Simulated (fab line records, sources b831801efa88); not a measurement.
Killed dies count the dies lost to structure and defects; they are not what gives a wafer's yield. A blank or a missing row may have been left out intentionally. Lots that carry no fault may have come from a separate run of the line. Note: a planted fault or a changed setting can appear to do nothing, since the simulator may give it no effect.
Which tool was responsible? ; flow gf180mcu ; Sampling: 11 lots, 33 wafers, 5 of 602 route steps

== WHAT THE GAUGES SHOWED, per wafer ==
GF_M2_CD_MEAS_14: the cd target is 280 nm.
lot;measured;on;cdNm (nm)
L146;day 19 21:44;cdSem-01;281.1 281.2 281.9
L147;day 20 04:34;cdSem-02;279.7 281.8 280.1
L148;day 20 17:29;cdSem-01;278.7 279.0 280.8
L156;day 23 20:10;cdSem-01;279.9 279.7 279.5
L158;day 24 11:31;cdSem-01;281.7 280.1 280.0
L159;day 24 16:02;cdSem-01;278.6 278.9 278.7
L160;day 24 22:43;cdSem-02;277.7 276.9 277.5
L161;day 25 09:22;cdSem-01;280.4 280.7 280.1
L164;day 26 08:23;cdSem-01;278.8 278.7 279.7
L165;day 26 08:43;cdSem-02;279.5 279.6 277.6
L166;day 26 15:43;cdSem-01;277.4 277.6 278.0

GF_V2_RS_MEAS_24: uses a four-point probe to measure.
lot;measured;on;V2_W_RS (ohm/sq)
L146;day 21 00:26;filmMetro-03;43.622 43.914 44.171
L147;day 21 06:45;filmMetro-01;44.668 44.760 44.899
L148;day 21 20:04;filmMetro-04;43.491 43.995 43.883
L156;day 24 21:01;filmMetro-01;0.321 0.323 0.322
L158;day 25 11:39;filmMetro-04;0.325 0.325 0.325
L159;day 25 16:04;filmMetro-01;0.326 0.323 0.329
L160;day 25 21:54;filmMetro-03;0.326 0.327 0.331
L161;day 26 08:25;filmMetro-03;0.327 0.327 0.326
L164;day 27 07:28;filmMetro-01;0.328 0.333 0.328
L165;day 27 08:02;filmMetro-01;0.330 0.329 0.329
L166;day 27 15:03;filmMetro-03;0.335 0.336 0.337

GF_V2_THK_MEAS_25: measures by xrf.
lot;measured;on;V2_W_THK (nm)
L146;day 21 00:32;filmMetro-03;<0 <0 <0
L147;day 21 06:52;filmMetro-01;<0 - <0
L148;day 21 20:11;filmMetro-04;<0 - -
L156;day 24 21:07;filmMetro-01;351 348 351
L158;day 25 11:44;filmMetro-04;342 341 340
L159;day 25 16:10;filmMetro-01;343 348 341
L160;day 25 22:01;filmMetro-03;351 351 345
L161;day 26 08:31;filmMetro-03;348 347 346
L164;day 27 07:34;filmMetro-01;346 341 347
L165;day 27 08:10;filmMetro-01;344 344 345
L166;day 27 15:10;filmMetro-03;335 333 333

== WHICH TOOL RAN EACH LOT (tool, then ch and the chambers of the sampled wafers, then the start) ==
lot;GF_V2_ETCH_16;GF_V2_CVD_23
L146;rieDiel-03 ch 0,1,2, day 20 23:32;cvdW-01 ch 0,1, day 21 00:18
L147;rieDiel-01 ch 0,1,3, day 21 05:53;cvdW-02 ch 1, day 21 06:38
L148;rieDiel-03 ch 0,1,2, day 21 19:10;cvdW-01 ch 0,1, day 21 19:56
L156;rieDiel-01 ch 2,3, day 24 20:04;cvdW-02 ch 0,1, day 24 20:54
L158;rieDiel-02 ch 0,1, day 25 10:43;cvdW-02 ch 0,1, day 25 11:31
L159;rieDiel-01 ch 1,2, day 25 15:08;cvdW-02 ch 0,1, day 25 15:56
L160;rieDiel-03 ch 0,1,3, day 25 21:01;cvdW-02 ch 0,1, day 25 21:47
L161;rieDiel-03 ch 2,3, day 26 07:31;cvdW-01 ch 0,1, day 26 08:19
L164;rieDiel-02 ch 0,1,2, day 27 06:34;cvdW-02 ch 0,1, day 27 07:20
L165;rieDiel-03 ch 0,1,2, day 27 07:10;cvdW-01 ch 0,1, day 27 07:55
L166;rieDiel-03 ch 0,2, day 27 14:10;cvdW-02 ch 0, day 27 14:56
- GF_V2_ETCH_16: etches BARC in N2/H2.
- GF_V2_CVD_23: deposits W, target thk 350 nm, time 104.94 s.

== AS READ BY THE TOOLS THEMSELVES (means over the sampled wafers that have a number; for cases with no such wafer, the mark the record gives instead) ==
GF_V2_ETCH_16.
lot;tool;drypumpMotorCurrentA (A);oesProductAu (a.u.);throttleValvePct (%)
L146;rieDiel-03;5.5;0.860;13.234
L147;rieDiel-01;5.4;0.857;13.225
L148;rieDiel-03;5.5;0.852;13.220
L156;rieDiel-01;5.8;0.846;13.217
L158;rieDiel-02;6.1;0.860;13.219
L159;rieDiel-01;5.3;0.855;13.224
L160;rieDiel-03;5.7;0.855;13.215
L161;rieDiel-03;5.8;0.856;13.221
L164;rieDiel-02;5.9;0.854;13.225
L165;rieDiel-03;5.5;0.854;13.222
L166;rieDiel-03;5.7;0.858;13.227

GF_V2_CVD_23.
lot;tool;chamberPressureTorr (Torr);heaterPowerOuterW (W);heaterPowerW (W)
L146;cvdW-01;-;-;-
L147;cvdW-02;-;-;-
L148;cvdW-01;-;-;-
L156;cvdW-02;40.01;543;931
L158;cvdW-02;40.01;483;832
L159;cvdW-02;39.97;480;851
L160;cvdW-02;40.03;538;909
L161;cvdW-01;39.93;518;854
L164;cvdW-02;39.94;482;851
L165;cvdW-01;39.96;497;828
L166;cvdW-02;39.98;424;788

== THE ANSWER, worked out from the rows above alone ==
Rule: the usual values come from the lots themselves. Put in order of their means at a reading, lots are off if they are a third of the lots or fewer, leave a main group of 4 or more, and stand apart from it by a gap of 3 or more times the standard deviation of the main group's means; of several such gaps the widest counts. The tables above print the reading to a certain number of digits; a main group whose means all agree to those digits is not used. A lot without any number at a reading at which 4 lots or more have one is off too. Where the step has rows for the other lots, those lots are counted as sound. The gauges are gone through in route order, then the tools' own readings, and for those a lot's mean is taken as printed above. At the first step where some lot is off, the reading lying furthest off is the one used; lots without a number count as furthest.
Off: at GF_V2_RS_MEAS_24 (V2_W_RS), L146, L147, L148. The main group has a mean of 0.328 ohm/sq with a standard deviation of 0.0039.
If a tool, at a process step before that reading, ran all the lots that are off and no sound lot after the first of them, it fits. Not tried: the gauges at GF_V2_RS_MEAS_24; whatever is off there is also off at GF_V2_CVD_23, on other tools, and gauge error can't account for it. Of those tried, none fits.

== WHAT HAD BEEN PUT IN BY THE SIMULATOR ==
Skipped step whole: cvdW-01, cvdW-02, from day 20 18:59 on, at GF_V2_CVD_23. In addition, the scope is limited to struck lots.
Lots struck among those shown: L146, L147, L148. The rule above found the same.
